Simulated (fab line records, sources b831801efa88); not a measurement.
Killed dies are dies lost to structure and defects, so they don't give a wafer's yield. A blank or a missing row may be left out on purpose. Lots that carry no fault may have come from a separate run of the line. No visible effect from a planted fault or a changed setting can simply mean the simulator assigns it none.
Chamber matching + flow gf180mcu + GF_V4_CMP_04 on cmp-01 has 4 sister chambers
The step polishes SiO2. 4 wafers are shown with their chamber, then 8 later ones without.

== WAFERS WITH THEIR CHAMBER ==
| wafer  | chamber | motor-current-A (A) |
|--------|---------|---------------------|
| L488.3 | 1       | 15.7                |
| L488.5 | 0       | 12.7                |
| L488.6 | 3       | 13.5                |
| L489.1 | 2       | 11.7                |

== WAFERS WITH NO CHAMBER GIVEN ==
| wafer  | motor-current-A (A) |
|--------|---------------------|
| L489.3 | 12.7                |
| L489.6 | 11.3                |
| L491.2 | 15.7                |
| L491.3 | 12.2                |
| L491.4 | 12.1                |
| L499.1 | 16.1                |
| L499.5 | 11.6                |
| L499.6 | 15.8                |

== WHICH CHAMBER EACH WENT THROUGH ==
| wafer  | from the rows above     | in truth |
|--------|-------------------------|----------|
| L489.3 | 0                       | 0        |
| L489.6 | 2                       | 2        |
| L491.2 | 1                       | 1        |
| L491.3 | can't be placed: 0 or 2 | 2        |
| L491.4 | can't be placed: 2 or 0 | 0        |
| L499.1 | 1                       | 1        |
| L499.5 | 2                       | 2        |
| L499.6 | 1                       | 1        |
6 of 8 placed correctly. Cannot be placed on the basis of these rows: 2; the candidates contain the true chamber in 2. Placed wrongly: 0.
How it was worked out, from the rows above alone: a wafer's distance from a chamber is the root of the sum, over the readings, of the square of ((its reading less the chamber's mean) divided by the reading's scatter). The wafer belongs to the nearest chamber; if the next one is less than 2 further off, it can't be placed. A chamber's mean is the mean of its shown wafers. The scatter: root of mean squared gap, hidden wafer to nearest shown wafer, with one shown wafer a chamber.
